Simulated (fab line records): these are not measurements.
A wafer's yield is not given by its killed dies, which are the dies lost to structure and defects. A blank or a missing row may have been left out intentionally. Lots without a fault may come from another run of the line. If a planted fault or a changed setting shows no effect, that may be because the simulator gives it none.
A struck lot beside a sound one | flow sky130 | 16 steps out of a route of 708
Sound: the wafers L667.2, L667.3, L667.6. Wafers L678.1, L678.2, L678.4 were the ones struck. At the end, the cause is stated.
At each step with rows: each side's tool, then ch and its chambers, then its first start. Under that, the readings that differ: sound wafers | struck wafers | difference of the means | sigmas: that difference in standard deviations of wafers without a fault.
alike: a reading whose means differ by less than 2 such deviations, as well as words and numbers matching on both sides. not compared: withheld readings; readings where some wafer has no value; bounds like >300 that might hide an equal value; numbers whose values overlap and for which the record gives no deviation.
A row with sigmas, a row that says differs or no value, or rows on one side alone: a step with any of these is where the two part. Numbers that don't overlap but have no deviation are shown without sigmas and don't part them. A reading that every wafer of one side lacks parts them only if that side has two wafers or more.

first, 3 steps without rows for these wafers: SKY_METAL1_EXPOSE_12 (exposes mask MM1, target cd 140 nm); SKY_METAL1_PEB_13; SKY_METAL1_DEVELOP_14 (develop time 60 s).
SKY_METAL1_CD_MEAS_15: the cd target is 140 nm.
  struck on cd_sem-01, day 36 20:57; sound on cd_sem-02, day 33 12:20
  alike: cd_nm
SKY_METAL1_OVL_MEAS_16:
  struck on overlay-02, day 36 21:04; sound on overlay-02, day 33 12:27
  alike: METAL1_OVL
SKY_METAL1_DESCUM_17: chemistry O2, time 8 s.
  sound on rie_metal-03 ch 0,1, day 33 12:29; struck on rie_metal-01 ch 0,1, day 36 21:07
  reading                     | sound       | struck      | difference | sigmas
  drypump_motor_current_A (A) | 6.1 5.6 6.1 | 5.3 4.8 5.3 | -0.8       | -2
  alike: oes_product_au
  not compared: rf_hours_counter_h
SKY_METAL1_ETCH_18: etches BARC in N2/H2, stops on SiO2, time 45.9 s, target depth 60 nm.
  sound on rie_metal-03 ch 0,1, day 33 12:31; struck on rie_metal-01 ch 0,1, day 36 21:08
  reading                     | sound       | struck      | difference | sigmas
  drypump_motor_current_A (A) | 6.1 5.6 6.1 | 5.3 4.8 5.3 | -0.8       | -2
  alike: oes_product_au, throttle_valve_pct
  not compared: rf_hours_counter_h
SKY_METAL1_METAL_ETCH_19: etches the open film in Cl2/BCl3, stops on SiO2, target depth 360 nm, time 78 s.
  sound on rie_metal-03 ch 0,1, day 33 12:35; struck on rie_metal-01 ch 0,1, day 36 21:12
  reading                     | sound       | struck      | difference | sigmas
  drypump_motor_current_A (A) | 6.1 5.6 6.0 | 5.3 4.8 5.3 | -0.8       | -2
  alike: bcl3_flow_sccm, oes_product_au, throttle_valve_pct
  not compared: rf_hours_counter_h
SKY_METAL1_STRIP_20: strips in O2/N2.
  sound on plasma_asher-01 ch 1, day 33 12:40; struck on plasma_asher-02 ch 0,1, day 36 21:17
  alike: drypump_motor_current_A, oes_product_au, strip_time_to_endpoint_s
  not compared: rf_hours_counter_h
then, 3 steps without rows for these wafers: SKY_METAL1_STRIP_21 (strips in post etch residue remover, time 1200 s); SKY_METAL1_CLEAN_22 (cleans in IPA, time 180 s); SKY_METAL1_CLEAN_23 (cleans in O3/DIW).
SKY_VIA1_HDPCVD_00: deposits SiO2, target thk 1030 nm, time 171.7 s.
  sound on hdpcvd-02 ch 0,2, day 33 13:41; struck on hdpcvd-01 ch 0,1,2, day 36 22:11
SKY_VIA1_THK_MEAS_01:
  struck on film_metro-04, day 36 22:26; sound on film_metro-03, day 33 13:49
  reading              | sound          | struck         | difference | sigmas
  VIA1_HDPCVD_THK (nm) | 1034 1052 1056 | 2099 2106 2074 | +1046      | +95
SKY_VIA1_CMP_02: polishes SiO2.
  sound on cmp-02 ch 1,2, day 33 14:17; struck on cmp-01 ch 0,1,2, day 36 22:30
  alike: motor_current_A
-- the record jumps here: 12 days lie between the struck wafers' starts before and after (it left off in module VIA1 and takes up again in module PAD_OPEN, whose first step shown is number 708 of the route) --
SKY_PAD_OPEN_PROBE_99:
  struck on prober-01, day 48 21:29; sound on prober-02, day 46 10:38
  alike: defect_limited_yield, killed_at_M0_to_M3, killed_at_M4_up, killed_at_contacts, killed_at_front_end, killed_at_other, killed_dies, killed_open, killed_short, sort_bin_3_pad_short, sort_bin_5_function, sort_bin_6_memory, sort_n_pass, sort_yield_pct

WHERE THEY PART
Last at SKY_VIA1_THK_MEAS_01 as far as this record goes, first at SKY_METAL1_DESCUM_17. Later steps at which nothing parts them and some readings are alike: SKY_VIA1_CMP_02, SKY_PAD_OPEN_PROBE_99.

WHY: what had been put in by the simulator
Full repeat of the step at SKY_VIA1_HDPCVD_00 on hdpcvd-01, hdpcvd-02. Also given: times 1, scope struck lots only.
